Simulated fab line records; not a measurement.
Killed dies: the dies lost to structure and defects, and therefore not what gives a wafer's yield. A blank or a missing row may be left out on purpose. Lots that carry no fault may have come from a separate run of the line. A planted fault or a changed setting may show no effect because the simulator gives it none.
Problem report in the 8D (eight disciplines) form, filled by code | flow sky130 | the parts of the form that need people (team, actions taken, sign-off) are left out

== 1. THE ISSUE ==
Mean of chamber pressure pa at SKY_METAL4_SPUTTER_03: 0.2873 Pa across 6 wafers in 2 lots; on wafers with no fault it is 0.3999 Pa (standard deviation 0.00083). So: -99 or more standard deviations from the usual mean.
The step: material Ti, target thk 5 nm, time 3.3 s.
First seen on wafer L579.1, day 43 23:26, on pvd sputter-02. Wafers with a number at this step in the record: 18, from 6 lots. By rule, "out" or "out of limits" means more than 4 standard deviations away from the usual mean. Any other wafer with a number is counted as sound.

== 2. WHAT IT IS, AND WHAT IT ISN'T ==
question                    | is                     | is not
which readings at this step | chamber pressure pa    | -
which lots                  | L579, L581             | L567, L569, L586, L587
which wafers of those lots  | all that have a number | -
read on which tools         | pvd sputter-02         | pvd sputter-03, pvd sputter-04
when                        | from day 43 23:26      | up to then (6 sound wafers); but 6 sound wafers of L586, L587 came after

== 3. WHAT RULES OUT EACH SUSPECT ==
Counting: a tool at a process step up to the reading stays a suspect if it ran every lot that is out and no sound lot after the first of them.
- pvd sputter-02 at SKY_METAL4_SPUTTER_00 (material Ti, target thk 15 nm, time 10 s): kept. All lots that are out passed through it, beginning with L579 at day 43 23:21, and no sound lot followed; its final sound lot before that point was L567 at day 40 13:20.
- pvd sputter-02 at SKY_METAL4_SPUTTER_01 (material TiN, target thk 20 nm, time 16.7 s): kept. All lots that are out passed through it, beginning with L579 at day 43 23:23, and no sound lot followed; its final sound lot before that point was L567 at day 40 13:21.
- pvd sputter-02 at SKY_METAL4_SPUTTER_02 (material AlCu, target thk 735 nm, time 39.1 s): kept. All lots that are out passed through it, beginning with L579 at day 43 23:24, and no sound lot followed; its final sound lot before that point was L567 at day 40 13:23.
- pvd sputter-02 at SKY_METAL4_SPUTTER_03 (material Ti, target thk 5 nm, time 3.3 s): kept. All lots that are out passed through it, beginning with L579 at day 43 23:26, and no sound lot followed; its final sound lot before that point was L567 at day 40 13:25. Its own readings are out on those wafers: chamber pressure pa.
Left after counting: pvd sputter-02 at SKY_METAL4_SPUTTER_00, pvd sputter-02 at SKY_METAL4_SPUTTER_01, pvd sputter-02 at SKY_METAL4_SPUTTER_02, pvd sputter-02 at SKY_METAL4_SPUTTER_03.

== 4. THE CAUSE (what the simulator had put in) ==
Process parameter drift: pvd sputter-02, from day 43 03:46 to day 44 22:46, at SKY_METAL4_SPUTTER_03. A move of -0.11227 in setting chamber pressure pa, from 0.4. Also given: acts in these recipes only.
Of the 4 suspects that counting leaves, this tool is one.

== 5. THE CHAIN OF EFFECTS, in route order ==
Rows list readings where the struck wafers' mean (over those with a number) sits beyond 3 standard deviations from the usual. Scope: only readings with a usual standard deviation given in the record; hours: median across lots of the time from each lot's start at the first step in this table that gives one to its start at this step; sigmas: change in usual standard deviations.
hours | step                  | reading             | usual     | on struck wafers | change  | sigmas
0     | SKY_METAL4_SPUTTER_03 | chamber pressure pa | 0.3999 Pa | 0.2873           | -0.1126 | -99 or more
0     | SKY_METAL4_SPUTTER_03 | throttle valve pct  | 29.8 %    | 35.8             | +5.9    | +6.3
It contains these process steps:
- SKY_METAL4_SPUTTER_03: material Ti, target thk 5 nm, time 3.3 s.

== 6. HOW IT WOULD HAVE BEEN CAUGHT EARLIER ==
In this record no reading fell out of limits until day 43 23:26, 20 hours after the fault had begun at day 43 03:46.
